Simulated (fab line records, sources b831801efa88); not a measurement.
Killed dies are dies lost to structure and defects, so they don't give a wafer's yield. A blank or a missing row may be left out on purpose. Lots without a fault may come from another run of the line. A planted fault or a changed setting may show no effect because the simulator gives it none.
Which tool did it? | flow gf180mcu | 12 lots, 36 wafers sampled, at 6 steps of a route of 602

WHAT THE GAUGES READ, wafer by wafer
GF_TOP_METAL_CD_MEAS_14: target cd 440 nm.
lot  | measured     | on        | cd_nm (nm)
L075 | day 28 10:14 | cd_sem-01 | 438.7 437.8 440.6
L078 | day 29 10:32 | cd_sem-02 | 438.2 439.9 441.5
L079 | day 29 22:05 | cd_sem-02 | 447.6 443.2 445.2
L081 | day 30 12:11 | cd_sem-02 | 444.3 444.3 443.4
L083 | day 30 23:27 | cd_sem-02 | 443.0 444.3 442.9
L085 | day 31 14:58 | cd_sem-02 | 439.7 439.9 439.4
L087 | day 31 23:50 | cd_sem-01 | 440.7 440.5 442.5
L089 | day 32 14:58 | cd_sem-01 | 443.4 439.7 444.5
L091 | day 32 22:26 | cd_sem-02 | 437.9 437.3 436.7
L093 | day 33 11:44 | cd_sem-01 | 439.5 442.1 441.4
L095 | day 33 22:12 | cd_sem-02 | 444.5 441.9 443.9
L097 | day 34 06:02 | cd_sem-02 | 439.3 438.8 439.4

WHICH TOOL RAN EACH LOT (tool, then ch and the chambers of the sampled wafers, then the start)
lot  | GF_M3_SPUTTER_00             | GF_M4_STRIP_17                       | GF_V4_SPUTTER_22             | GF_MIM_SPUTTER_07            | GF_TOP_METAL_SPUTTER_04
L075 | pvd_sputter-03, day 20 17:34 | plasma_asher-04 ch 0,1, day 23 19:45 | pvd_sputter-01, day 24 19:19 | pvd_sputter-02, day 24 20:16 | pvd_sputter-01, day 27 13:58
L078 | pvd_sputter-04, day 22 01:49 | plasma_asher-01 ch 0,1, day 25 00:01 | pvd_sputter-02, day 25 23:05 | pvd_sputter-02, day 26 00:02 | pvd_sputter-03, day 28 16:16
L079 | pvd_sputter-04, day 22 14:34 | plasma_asher-02 ch 0,1, day 25 11:40 | pvd_sputter-02, day 26 10:42 | pvd_sputter-04, day 26 11:39 | pvd_sputter-01, day 29 03:05
L081 | pvd_sputter-04, day 23 06:09 | plasma_asher-04 ch 0,1, day 26 03:34 | pvd_sputter-03, day 27 02:44 | pvd_sputter-04, day 27 03:41 | pvd_sputter-04, day 29 17:38
L083 | pvd_sputter-02, day 23 22:28 | plasma_asher-02 ch 0,1, day 26 17:22 | pvd_sputter-03, day 27 16:22 | pvd_sputter-03, day 27 17:19 | pvd_sputter-04, day 30 05:21
L085 | pvd_sputter-02, day 24 16:08 | plasma_asher-04 ch 0,1, day 27 10:58 | pvd_sputter-02, day 28 08:13 | pvd_sputter-03, day 28 09:16 | pvd_sputter-01, day 30 21:25
L087 | pvd_sputter-04, day 25 02:50 | plasma_asher-02 ch 0,1, day 27 20:24 | pvd_sputter-02, day 28 18:13 | pvd_sputter-04, day 28 19:10 | pvd_sputter-01, day 31 06:36
L089 | pvd_sputter-04, day 25 22:01 | plasma_asher-02 ch 0,1, day 28 14:21 | pvd_sputter-01, day 29 11:07 | pvd_sputter-04, day 29 12:04 | pvd_sputter-04, day 31 22:14
L091 | pvd_sputter-03, day 26 07:37 | plasma_asher-01 ch 0,1, day 28 22:49 | pvd_sputter-03, day 29 20:12 | pvd_sputter-04, day 29 21:08 | pvd_sputter-03, day 32 05:53
L093 | pvd_sputter-02, day 27 02:56 | plasma_asher-02 ch 0,1, day 29 15:52 | pvd_sputter-01, day 30 12:18 | pvd_sputter-02, day 30 13:15 | pvd_sputter-01, day 32 20:37
L095 | pvd_sputter-03, day 27 13:29 | plasma_asher-04 ch 0,1, day 30 03:12 | pvd_sputter-02, day 30 23:02 | pvd_sputter-02, day 30 23:59 | pvd_sputter-03, day 33 06:32
L097 | pvd_sputter-04, day 28 01:29 | plasma_asher-04 ch 0,1, day 30 13:52 | pvd_sputter-03, day 31 09:47 | pvd_sputter-03, day 31 10:43 | pvd_sputter-01, day 33 15:04
- GF_M3_SPUTTER_00: material Ti, target thk 37.5 nm, time 150 s.
- GF_M4_STRIP_17: strips in O2/N2.
- GF_V4_SPUTTER_22: material TiN, target thk 10 nm, time 40 s.
- GF_MIM_SPUTTER_07: material TiN, target thk 60 nm, time 50 s.
- GF_TOP_METAL_SPUTTER_04: material TiN, target thk 25 nm, time 20.8 s.

THE ANSWER, worked out from the rows above alone
Rule: what is usual is taken from the lots themselves. Put in order of their means at a reading, lots are off if they are a third of the lots or fewer, leave a main group of 4 or more, and stand apart from it by a gap of 3 or more times the standard deviation of the main group's means; of several such gaps the widest counts. A main group whose means are all the same, to the digits that the tables above print for the reading, isn't used. A lot without any number at a reading at which 4 lots or more have one is off too. The other lots that the step has rows for count as sound.
No lot is off at any reading shown: from this, nothing can be told.

WHAT THE SIMULATOR HAD PUT IN
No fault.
